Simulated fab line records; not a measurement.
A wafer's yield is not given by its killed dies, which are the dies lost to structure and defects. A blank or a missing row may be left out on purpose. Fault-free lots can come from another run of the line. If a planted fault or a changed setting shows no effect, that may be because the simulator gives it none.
The tool behind it: which one? | flow gf180mcu | Sampling: 24 lots, 72 wafers, 5 of 602 route steps

## WHAT THE GAUGES READ, wafer by wafer
GF_V1_RS_MEAS_24: measurement is done with a four-point probe. Usual: for V1_W_RS the level is 0.325 ohm/sq and the standard deviation is 0.0052.
lot  | measured     | on            | V1_W_RS (ohm/sq)  | flag
L074 | day 18 01:43 | film_metro-01 | 0.333 0.337 0.334 |
L075 | day 18 12:55 | film_metro-04 | 0.326 0.324 0.327 |
L076 | day 19 02:35 | film_metro-01 | 0.328 0.327 0.330 |
L077 | day 19 06:28 | film_metro-04 | 0.324 0.321 0.324 |
L078 | day 19 19:56 | film_metro-04 | 0.325 0.329 0.336 |
L079 | day 20 02:26 | film_metro-04 | 0.322 0.321 0.323 |
L080 | day 20 11:05 | film_metro-02 | 0.323 0.323 0.323 |
L081 | day 21 12:08 | film_metro-04 | 0.324 0.330 0.324 |
L082 | day 21 14:08 | film_metro-04 | 0.317 0.319 0.320 |
L083 | day 21 20:16 | film_metro-04 | 0.335 0.327 0.333 |
L084 | day 22 09:07 | film_metro-02 | 0.326 0.324 0.323 |
L085 | day 22 21:48 | film_metro-04 | 0.333 0.333 0.328 |
L086 | day 22 21:20 | film_metro-01 | 0.321 0.320 0.321 |
L087 | day 23 07:37 | film_metro-01 | 0.322 0.319 0.324 |
L088 | day 23 15:16 | film_metro-04 | 0.318 0.321 0.318 |
L089 | day 24 03:10 | film_metro-02 | 0.322 0.326 0.325 |
L090 | day 24 01:13 | film_metro-04 | 0.320 0.320 0.323 |
L091 | day 24 09:51 | film_metro-02 | 0.332 0.331 0.330 |
L092 | day 24 16:29 | film_metro-04 | 0.322 0.330 0.331 |
L093 | day 24 23:01 | film_metro-01 | 0.323 0.321 0.321 |
L094 | day 25 10:10 | film_metro-01 | 0.324 0.321 0.318 |
L095 | day 25 15:10 | film_metro-02 | 0.322 0.321 0.324 |
L096 | day 25 21:55 | film_metro-04 | 0.328 0.328 0.329 |
L097 | day 26 06:58 | film_metro-01 | 0.324 0.324 0.318 |

## WHICH TOOL RAN EACH LOT (tool, then ch and the chambers of the sampled wafers, then the start)
lot  | GF_STI_ETCH_13                    | GF_SALICIDE_RTA_08               | GF_CONTACT_CMP_04             | GF_CONTACT_ETCH_17
L074 | rie_diel-02 ch 0,1,2, day 2 01:38 | rtp_anneal-02 ch 0, day 15 00:22 | cmp-02 ch 0,3, day 15 00:41   | rie_diel-02 ch 0,1,2, day 18 01:43 or earlier
L075 | rie_diel-04 ch 0,1,3, day 2 07:35 | rtp_anneal-01 ch 0, day 15 11:59 | cmp-02 ch 0,2,3, day 15 12:19 | rie_diel-02 ch 0,1,2, day 18 12:55 or earlier
L076 | rie_diel-01 ch 0,1,2, day 2 12:26 | rtp_anneal-02 ch 0, day 15 23:42 | cmp-01 ch 1,2,3, day 16 00:02 | rie_diel-02 ch 1,2,3, day 19 02:35 or earlier
L077 | rie_diel-02 ch 0,1,3, day 2 16:20 | rtp_anneal-01 ch 0, day 16 04:04 | cmp-01 ch 0,1, day 16 04:23   | rie_diel-04 ch 0,2,3, day 19 06:28 or earlier
L078 | rie_diel-04 ch 0,3, day 2 23:08   | rtp_anneal-02 ch 0, day 16 15:57 | cmp-02 ch 1,3, day 16 16:20   | rie_diel-04 ch 2,3, day 19 19:56 or earlier
L079 | rie_diel-02 ch 1,2, day 3 01:59   | rtp_anneal-02 ch 0, day 16 22:53 | cmp-01 ch 0,2, day 16 23:13   | rie_diel-01 ch 0,2,3, day 20 02:26 or earlier
L080 | rie_diel-01 ch 0,1,2, day 3 07:41 | rtp_anneal-02 ch 0, day 17 06:20 | cmp-01 ch 1,2,3, day 17 06:41 | rie_diel-01 ch 0,1,2, day 20 11:05 or earlier
L081 | rie_diel-04 ch 0,1,3, day 3 15:05 | rtp_anneal-01 ch 0, day 18 06:05 | cmp-02 ch 0,1,2, day 18 06:25 | rie_diel-01 ch 0,1,3, day 21 12:08 or earlier
L082 | rie_diel-02 ch 0,1,2, day 3 18:26 | rtp_anneal-01 ch 0, day 18 08:44 | cmp-02 ch 0,1,2, day 18 09:07 | rie_diel-01 ch 0,1,2, day 21 14:08 or earlier
L083 | rie_diel-04 ch 0,1, day 3 23:11   | rtp_anneal-01 ch 0, day 18 15:27 | cmp-02 ch 1,2,3, day 18 15:47 | rie_diel-02 ch 1,3, day 21 20:16 or earlier
L084 | rie_diel-04 ch 2,3, day 4 06:17   | rtp_anneal-02 ch 0, day 19 04:36 | cmp-02 ch 0,1,3, day 19 04:55 | rie_diel-01 ch 0,1, day 22 09:07 or earlier
L085 | rie_diel-04 ch 1,2,3, day 4 11:08 | rtp_anneal-01 ch 0, day 19 18:33 | cmp-01 ch 0,1, day 19 18:55   | rie_diel-04 ch 1,2,3, day 22 21:48 or earlier
L086 | rie_diel-04 ch 0,1,2, day 4 14:29 | rtp_anneal-01 ch 0, day 19 17:23 | cmp-01 ch 2,3, day 19 17:43   | rie_diel-01 ch 0,1,3, day 22 21:20 or earlier
L087 | rie_diel-04 ch 0,1, day 4 20:26   | rtp_anneal-02 ch 0, day 20 03:54 | cmp-02 ch 0,1, day 20 04:19   | rie_diel-02 ch 0,1,3, day 23 07:37 or earlier
L088 | rie_diel-04 ch 1,2,3, day 5 00:56 | rtp_anneal-02 ch 0, day 20 12:12 | cmp-02 ch 0,1,2, day 20 12:35 | rie_diel-04 ch 1,2,3, day 23 15:16 or earlier
L089 | rie_diel-01 ch 1,3, day 5 06:38   | rtp_anneal-02 ch 0, day 21 01:27 | cmp-02 ch 1,2,3, day 21 01:52 | rie_diel-02 ch 1,2,3, day 24 03:10 or earlier
L090 | rie_diel-01 ch 0,2,3, day 5 11:32 | rtp_anneal-02 ch 0, day 21 00:14 | cmp-02 ch 0,1,2, day 21 00:38 | rie_diel-01 ch 0,1,2, day 24 01:13 or earlier
L091 | rie_diel-02 ch 0,2, day 5 16:26   | rtp_anneal-01 ch 0, day 21 08:54 | cmp-02 ch 0,1,2, day 21 09:19 | rie_diel-01 ch 0,1,3, day 24 09:51 or earlier
L092 | rie_diel-01 ch 0,2,3, day 5 22:59 | rtp_anneal-01 ch 0, day 21 15:19 | cmp-01 ch 0,2,3, day 21 15:47 | rie_diel-02 ch 0,1, day 24 16:29 or earlier
L093 | rie_diel-02 ch 1,2,3, day 6 03:32 | rtp_anneal-02 ch 0, day 21 22:24 | cmp-02 ch 0,1,3, day 21 22:46 | rie_diel-02 ch 1,3, day 24 23:01 or earlier
L094 | rie_diel-04 ch 0,1, day 6 08:32   | rtp_anneal-01 ch 0, day 22 10:28 | cmp-02 ch 0,1,3, day 22 10:53 | rie_diel-01 ch 0,3, day 25 10:10 or earlier
L095 | rie_diel-01 ch 0,1,3, day 6 13:11 | rtp_anneal-02 ch 0, day 22 16:00 | cmp-02 ch 0,1,2, day 22 16:26 | rie_diel-04 ch 2,3, day 25 15:10 or earlier
L096 | rie_diel-04 ch 0,2,3, day 6 18:56 | rtp_anneal-01 ch 0, day 22 22:13 | cmp-01 ch 0,1,2, day 22 22:32 | rie_diel-04 ch 2,3, day 25 21:55 or earlier
L097 | rie_diel-04 ch 0,1,3, day 7 00:23 | rtp_anneal-01 ch 0, day 23 08:28 | cmp-02 ch 1,2,3, day 23 08:47 | rie_diel-04 ch 0,1,3, day 26 06:58 or earlier
- GF_STI_ETCH_13: etches the open film in CHF3/O2, stops on Si, target depth 282.31 nm, time 112.9 s.
- GF_SALICIDE_RTA_08: time 30 s.
- GF_CONTACT_CMP_04: polishes SiO2.
- GF_CONTACT_ETCH_17: etches SiO2 in C4F8/O2/Ar, stops on CoSi2, target depth 860 nm.

## AS READ BY THE TOOLS THEMSELVES (means over the sampled wafers that have a number; for cases with no such wafer, the mark the record gives instead)
GF_STI_ETCH_13. Usual: chamber_pressure_mTorr 40.00 mTorr, standard deviation 0.041; drypump_motor_current_A 5.8 A, standard deviation 0.37; oes_product_au 0.834 a.u., standard deviation 0.0062; throttle_valve_pct 8.812 %, standard deviation 0.0091.
lot  | tool        | chamber_pressure_mTorr (mTorr) | drypump_motor_current_A (A) | oes_product_au (a.u.) | throttle_valve_pct (%) | flag
L074 | rie_diel-02 | 40.01                          | 6.1                         | 0.832                 | 8.817                  |
L075 | rie_diel-04 | 40.00                          | 5.6                         | 0.842                 | 8.815                  |
L076 | rie_diel-01 | 40.00                          | 5.6                         | 0.837                 | 8.808                  |
L077 | rie_diel-02 | 40.04                          | 6.0                         | 0.843                 | 8.813                  |
L078 | rie_diel-04 | 40.02                          | 5.6                         | 0.830                 | 8.810                  |
L079 | rie_diel-02 | 40.04                          | 6.0                         | 0.828                 | 8.815                  |
L080 | rie_diel-01 | 39.98                          | 5.6                         | 0.838                 | 8.812                  |
L081 | rie_diel-04 | 39.99                          | 5.6                         | 0.831                 | 8.806                  |
L082 | rie_diel-02 | 40.04                          | 6.1                         | 0.826                 | 8.814                  |
L083 | rie_diel-04 | 40.01                          | 5.8                         | 0.834                 | 8.807                  |
L084 | rie_diel-04 | 39.98                          | 5.4                         | 0.828                 | 8.815                  |
L085 | rie_diel-04 | 40.06                          | 5.6                         | 0.840                 | 8.802                  |
L086 | rie_diel-04 | 40.04                          | 5.8                         | 0.829                 | 8.817                  |
L087 | rie_diel-04 | 40.01                          | 5.8                         | 0.839                 | 8.815                  |
L088 | rie_diel-04 | 39.97                          | 5.6                         | 0.836                 | 8.811                  |
L089 | rie_diel-01 | 40.04                          | 6.1                         | 0.839                 | 8.820                  |
L090 | rie_diel-01 | 39.98                          | 5.9                         | 0.826                 | 8.800                  |
L091 | rie_diel-02 | 40.04                          | 6.2                         | 0.831                 | 8.816                  |
L092 | rie_diel-01 | 40.01                          | 6.0                         | 0.835                 | 8.806                  |
L093 | rie_diel-02 | 40.03                          | 6.2                         | 0.829                 | 8.811                  |
L094 | rie_diel-04 | 40.04                          | 5.8                         | 0.839                 | 8.818                  |
L095 | rie_diel-01 | 40.00                          | 5.8                         | 0.830                 | 8.821                  |
L096 | rie_diel-04 | 39.99                          | 5.5                         | 0.828                 | 8.814                  |
L097 | rie_diel-04 | 39.96                          | 5.6                         | 0.829                 | 8.809                  |

GF_SALICIDE_RTA_08. Usual: lamp_power_pct 17.3 %, standard deviation 2.1; wafer_temp_C_max 802.3, standard deviation 0.64.
lot  | tool          | lamp_power_pct (%) | wafer_temp_C_max | flag
L074 | rtp_anneal-02 | 15.2               | 802.0            |
L075 | rtp_anneal-01 | 19.4               | 802.3            |
L076 | rtp_anneal-02 | 15.3               | 801.8            |
L077 | rtp_anneal-01 | 19.4               | 803.2            |
L078 | rtp_anneal-02 | 15.2               | 801.7            |
L079 | rtp_anneal-02 | 15.3               | 802.0            |
L080 | rtp_anneal-02 | 15.3               | 801.7            |
L081 | rtp_anneal-01 | 19.4               | 803.0            |
L082 | rtp_anneal-01 | 19.4               | 803.3            |
L083 | rtp_anneal-01 | 19.4               | 802.4            |
L084 | rtp_anneal-02 | 15.3               | 802.1            |
L085 | rtp_anneal-01 | 19.4               | 802.9            |
L086 | rtp_anneal-01 | 19.4               | 802.3            |
L087 | rtp_anneal-02 | 15.3               | 802.4            |
L088 | rtp_anneal-02 | 15.3               | 802.6            |
L089 | rtp_anneal-02 | 15.3               | 802.2            |
L090 | rtp_anneal-02 | 15.3               | 802.1            |
L091 | rtp_anneal-01 | 19.4               | 802.6            |
L092 | rtp_anneal-01 | 19.4               | 802.2            |
L093 | rtp_anneal-02 | 15.3               | 801.4            |
L094 | rtp_anneal-01 | 19.3               | 802.3            |
L095 | rtp_anneal-02 | 15.2               | 802.0            |
L096 | rtp_anneal-01 | 19.4               | 802.5            |
L097 | rtp_anneal-01 | 19.4               | 802.1            |

GF_CONTACT_CMP_04. Usual: motor_current_A 11.8 A, standard deviation 0.89; time_to_endpoint_s 108 s, standard deviation 4.6.
lot  | tool   | motor_current_A (A) | time_to_endpoint_s (s) | flag
L074 | cmp-02 | 11.1                | 106                    |
L075 | cmp-02 | 11.4                | 105                    |
L076 | cmp-01 | 13.0                | 106                    |
L077 | cmp-01 | 13.1                | 107                    |
L078 | cmp-02 | 11.3                | 107                    |
L079 | cmp-01 | 12.2                | 112                    |
L080 | cmp-01 | 12.9                | 108                    |
L081 | cmp-02 | 11.0                | 101                    |
L082 | cmp-02 | 11.6                | 108                    |
L083 | cmp-02 | 11.0                | 105                    |
L084 | cmp-02 | 11.6                | 107                    |
L085 | cmp-01 | 12.9                | 103                    |
L086 | cmp-01 | 12.9                | 113                    |
L087 | cmp-02 | 11.8                | 110                    |
L088 | cmp-02 | 11.5                | 107                    |
L089 | cmp-02 | 11.4                | 112                    |
L090 | cmp-02 | 11.3                | 110                    |
L091 | cmp-02 | 11.6                | 111                    |
L092 | cmp-01 | 12.7                | 109                    |
L093 | cmp-02 | 11.2                | 110                    |
L094 | cmp-02 | 11.4                | 105                    |
L095 | cmp-02 | 11.3                | 111                    |
L096 | cmp-01 | 13.0                | 110                    |
L097 | cmp-02 | 11.2                | 108                    |

GF_CONTACT_ETCH_17. Usual: chamber_pressure_mTorr 40.00 mTorr, standard deviation 0.038; oes_product_au 0.815 a.u., standard deviation 0.0052.
lot  | tool        | chamber_pressure_mTorr (mTorr) | oes_product_au (a.u.) | flag
L074 | rie_diel-02 | 39.97                          | 0.813                 |
L075 | rie_diel-02 | 39.97                          | 0.819                 |
L076 | rie_diel-02 | 40.00                          | 0.816                 |
L077 | rie_diel-04 | 40.00                          | 0.814                 |
L078 | rie_diel-04 | 39.99                          | 0.814                 |
L079 | rie_diel-01 | 40.01                          | 0.817                 |
L080 | rie_diel-01 | 40.00                          | 0.813                 |
L081 | rie_diel-01 | 39.98                          | 0.823                 |
L082 | rie_diel-01 | 40.00                          | 0.818                 |
L083 | rie_diel-02 | 39.98                          | 0.814                 |
L084 | rie_diel-01 | 39.99                          | 0.810                 |
L085 | rie_diel-04 | 39.99                          | 0.814                 |
L086 | rie_diel-01 | 40.01                          | 0.811                 |
L087 | rie_diel-02 | 39.99                          | 0.815                 |
L088 | rie_diel-04 | 40.01                          | 0.820                 |
L089 | rie_diel-02 | 39.99                          | 0.818                 |
L090 | rie_diel-01 | 40.01                          | 0.812                 |
L091 | rie_diel-01 | 40.08                          | 0.817                 |
L092 | rie_diel-02 | 40.00                          | 0.814                 |
L093 | rie_diel-02 | 40.00                          | 0.816                 |
L094 | rie_diel-01 | 40.01                          | 0.815                 |
L095 | rie_diel-04 | 39.99                          | 0.818                 |
L096 | rie_diel-04 | 39.98                          | 0.814                 |
L097 | rie_diel-04 | 39.96                          | 0.812                 |

## THE ANSWER, worked out from the rows above alone
Rule: a lot is off if the mean of its wafers that have a number lies more than 3 standard deviations from the usual mean. A lot without any number at a reading at which 4 lots or more have one is off too. The other lots that the step has rows for count as sound. The gauges are gone through in route order, then the tools' own readings, and for those a lot's mean is taken as printed above. The first step at which some lot is off is used, and at that step the reading that is off furthest; a lot without a number counts as furthest.
Across all readings shown, no lot is off: no conclusion can be drawn from this.

## WHAT THE SIMULATOR PUT IN
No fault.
